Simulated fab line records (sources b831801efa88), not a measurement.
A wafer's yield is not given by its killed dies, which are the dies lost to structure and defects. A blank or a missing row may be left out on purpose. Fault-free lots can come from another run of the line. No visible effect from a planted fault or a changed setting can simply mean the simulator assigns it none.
What tool caused it?	flow sky130	Sampling: 13 lots, 39 wafers, 6 of 708 route steps

== WHAT THE GAUGES SHOWED, per wafer ==
SKY_VT_ADJUST_HVTP_TW_MEAS_11. Usual: for VT_ADJUST_HVTP_TW the level is 1351 and the standard deviation is 7.
lot	measured	on	VT_ADJUST_HVTP_TW	flag
L461	day 6 04:41	film metro-03	1363 1357 1356	
L462	day 6 13:32	film metro-04	1362 1347 1352	
L463	day 6 14:25	film metro-01	1344 1345 1351	
L464	day 6 22:16	film metro-01	1343 1345 1342	
L465	day 7 05:21	film metro-03	1360 1367 1364	
L466	day 7 13:32	film metro-04	1355 1352 1349	
L467	day 7 18:04	film metro-04	1345 1346 1346	
L468	day 7 23:07	film metro-01	1340 1356 1329	
L475	day 9 17:50	film metro-03	30 30 30	OFF
L480	day 10 23:41	film metro-04	1344 1340 1346	
L482	day 11 21:50	film metro-04	1356 1360 1348	
L483	day 12 02:46	film metro-01	1357 1355 1352	
L484	day 12 09:41	film metro-03	1355 1357 1357	

SKY_CONTACT_OVL_MEAS_15. Usual: for CONTACT_OVL the level is -2 nm and the standard deviation is 5.
lot	measured	on	CONTACT_OVL (nm)	flag
L461	day 31 10:24	overlay-02	2 -4 -3	
L462	day 32 02:59	overlay-01	0 -2 5	
L463	day 32 09:17	overlay-02	5 8 7	
L464	day 33 11:02	overlay-02	-13 -8 -8	
L465	day 33 11:24	overlay-02	2 -8 -6	
L466	day 33 08:36	overlay-02	-3 -7 -3	
L467	day 33 21:29	overlay-02	-9 -9 -10	
L468	day 34 02:12	overlay-02	9 6 0	
L475	day 36 01:30	overlay-01	2 2 -5	
L480	day 37 09:42	overlay-01	-5 4 -4	
L482	day 38 13:57	overlay-02	-2 -1 -7	
L483	day 38 18:39	overlay-01	-2 0 -2	
L484	day 39 04:18	overlay-01	-2 -2 -4	

SKY_CONTACT_RS_MEAS_25: measures by four-point-probe. Usual: for CONTACT_W_RS the level is 0.339 ohm/sq and the standard deviation is 0.0039.
lot	measured	on	CONTACT_W_RS (ohm/sq)	flag
L461	day 31 11:20	film metro-02	0.337 0.340 0.338	
L462	day 32 03:55	film metro-02	0.338 0.340 0.338	
L463	day 32 10:13	film metro-03	0.337 0.337 0.337	
L464	day 33 12:01	film metro-02	0.340 0.341 0.336	
L465	day 33 12:27	film metro-03	0.338 0.336 0.342	
L466	day 33 09:35	film metro-01	0.333 0.340 0.336	
L467	day 33 22:27	film metro-03	0.345 0.341 0.341	
L468	day 34 03:14	film metro-02	0.338 0.338 0.337	
L475	day 36 02:26	film metro-03	0.342 0.334 0.338	
L480	day 37 10:39	film metro-03	0.344 0.335 0.340	
L482	day 38 14:55	film metro-01	0.337 0.341 0.336	
L483	day 38 19:36	film metro-01	0.339 0.338 0.336	
L484	day 39 05:14	film metro-03	0.341 0.339 0.343	

== WHICH TOOL RAN EACH LOT (tool, then ch and the chambers of the sampled wafers, then the start) ==
lot	SKY_NWELL_STRIP_25	SKY_VT_ADJUST_HVTP_STRIP_10	SKY_LI_CONTACT_STRIP_16
L461	plasma asher-02 ch 0,1, day 5 08:50	plasma asher-03 ch 0,1, day 6 04:35	plasma asher-02 ch 0,1, day 28 23:23
L462	plasma asher-02 ch 0,1, day 5 18:20	plasma asher-02 ch 0,1, day 6 13:26	plasma asher-01 ch 0,1, day 29 17:12
L463	plasma asher-03 ch 0, day 5 19:13	plasma asher-02 ch 0,1, day 6 14:19	plasma asher-04 ch 0,1, day 29 23:13
L464	plasma asher-03 ch 0,1, day 6 02:34	plasma asher-03 ch 0,1, day 6 22:10	plasma asher-04 ch 0,1, day 31 01:56
L465	plasma asher-04 ch 0,1, day 6 08:48	plasma asher-01 ch 0,1, day 7 05:16	plasma asher-02 ch 0,1, day 31 02:41
L466	plasma asher-03 ch 0,1, day 6 17:52	plasma asher-03 ch 0,1, day 7 13:26	plasma asher-01 ch 0,1, day 30 23:29
L467	plasma asher-03 ch 0,1, day 6 21:34	plasma asher-01 ch 0,1, day 7 17:58	plasma asher-01 ch 0,1, day 31 12:31
L468	plasma asher-03 ch 0, day 7 03:34	plasma asher-02 ch 0,1, day 7 23:01	plasma asher-04 ch 0,1, day 31 17:10
L475	plasma asher-04 ch 0,1, day 8 19:28	plasma asher-01 ch 0, day 9 17:44	plasma asher-02 ch 0,1, day 33 18:34
L480	plasma asher-03 ch 0,1, day 10 00:46	plasma asher-03 ch 0,1, day 10 23:35	plasma asher-02 ch 0, day 35 02:13
L482	plasma asher-04 ch 0,1, day 10 21:23	plasma asher-02 ch 0,1, day 11 21:44	plasma asher-02 ch 0,1, day 36 07:34
L483	plasma asher-04 ch 0,1, day 11 02:13	plasma asher-01 ch 0,1, day 12 02:40	plasma asher-04 ch 0,1, day 36 11:25
L484	plasma asher-04 ch 0,1, day 11 08:50	plasma asher-01 ch 0,1, day 12 09:35	plasma asher-02 ch 0,1, day 36 21:49
- SKY_NWELL_STRIP_25: strips in O2/N2.
- SKY_VT_ADJUST_HVTP_STRIP_10: strips in O2/N2.
- SKY_LI_CONTACT_STRIP_16: strips in O2/N2.

== WHAT THE TOOLS THEMSELVES READ (means of the sampled wafers that have a number; where no wafer has one, the mark that the record gives instead) ==
SKY_NWELL_STRIP_25. Usual: drypump motor current A 5.5 A, standard deviation 0.44; oes product au 0.722 a.u., standard deviation 0.0047; strip time to endpoint s 36.92 s, standard deviation 0.12.
lot	tool	drypump motor current A (A)	oes product au (a.u.)	strip time to endpoint s (s)	flag
L461	plasma asher-02	6.1	0.725	36.78	
L462	plasma asher-02	6.1	0.724	36.99	
L463	plasma asher-03	5.5	0.721	36.80	
L464	plasma asher-03	5.4	0.718	36.91	
L465	plasma asher-04	5.5	0.723	37.05	
L466	plasma asher-03	5.4	0.723	37.02	
L467	plasma asher-03	5.4	0.723	36.94	
L468	plasma asher-03	5.5	0.719	36.88	
L475	plasma asher-04	5.1	0.955	-	OFF
L480	plasma asher-03	5.4	0.722	36.82	
L482	plasma asher-04	5.5	0.727	36.79	
L483	plasma asher-04	5.5	0.727	36.87	
L484	plasma asher-04	5.1	0.723	36.92	

SKY_VT_ADJUST_HVTP_STRIP_10. Usual: drypump motor current A 5.6 A, standard deviation 0.45; oes product au 0.716 a.u., standard deviation 0.0044; strip time to endpoint s 14.16 s, standard deviation 0.042.
lot	tool	drypump motor current A (A)	oes product au (a.u.)	strip time to endpoint s (s)	flag
L461	plasma asher-03	5.4	0.712	14.18	
L462	plasma asher-02	5.8	0.714	14.15	
L463	plasma asher-02	5.9	0.714	14.18	
L464	plasma asher-03	5.4	0.717	14.12	
L465	plasma asher-01	5.0	0.715	14.15	
L466	plasma asher-03	5.4	0.713	14.22	
L467	plasma asher-01	5.0	0.712	14.17	
L468	plasma asher-02	5.8	0.715	14.13	
L475	plasma asher-01	4.9	0.716	24.96	OFF
L480	plasma asher-03	5.4	0.715	14.17	
L482	plasma asher-02	6.1	0.720	14.15	
L483	plasma asher-01	5.0	0.712	14.14	
L484	plasma asher-01	5.0	0.716	14.13	

SKY_LI_CONTACT_STRIP_16. Usual: drypump motor current A 5.4 A, standard deviation 0.56; oes product au 0.376 a.u., standard deviation 0.0047; strip time to endpoint s 3.490 s, standard deviation 0.025.
lot	tool	drypump motor current A (A)	oes product au (a.u.)	strip time to endpoint s (s)	flag
L461	plasma asher-02	5.8	0.377	3.464	
L462	plasma asher-01	5.0	0.376	3.478	
L463	plasma asher-04	5.1	0.375	3.478	
L464	plasma asher-04	5.6	0.376	3.461	
L465	plasma asher-02	6.1	0.375	3.473	
L466	plasma asher-01	5.0	0.374	3.470	
L467	plasma asher-01	5.0	0.369	3.443	
L468	plasma asher-04	5.1	0.379	3.481	
L475	plasma asher-02	6.1	0.375	3.502	
L480	plasma asher-02	6.3	0.378	3.509	
L482	plasma asher-02	6.1	0.376	3.495	
L483	plasma asher-04	5.5	0.378	3.508	
L484	plasma asher-02	6.1	0.375	3.503	

== THE ANSWER, worked out from the rows above alone ==
Rule: a lot is off if the mean of its wafers that have a number lies more than 3 standard deviations from the usual mean. Also off: a lot with no number at a reading for which 4 or more lots have one. Any other lot the step has rows for is counted as sound. First the gauges in route order, then the tools' own readings, where a lot's mean is used as printed above. At the first step where some lot is off, the reading lying furthest off is the one used; lots without a number count as furthest.
Off: L475, seen at SKY_VT_ADJUST_HVTP_TW_MEAS_11 (VT_ADJUST_HVTP_TW).
If a tool, at a process step before that reading, ran all the lots that are off and no sound lot after the first of them, it fits. Not tried: the gauges at SKY_VT_ADJUST_HVTP_TW_MEAS_11; whatever is off there is also off at SKY_NWELL_STRIP_25, on other tools, and gauge error can't account for it. None of those tried fits.

== WHAT THE SIMULATOR HAD PUT IN ==
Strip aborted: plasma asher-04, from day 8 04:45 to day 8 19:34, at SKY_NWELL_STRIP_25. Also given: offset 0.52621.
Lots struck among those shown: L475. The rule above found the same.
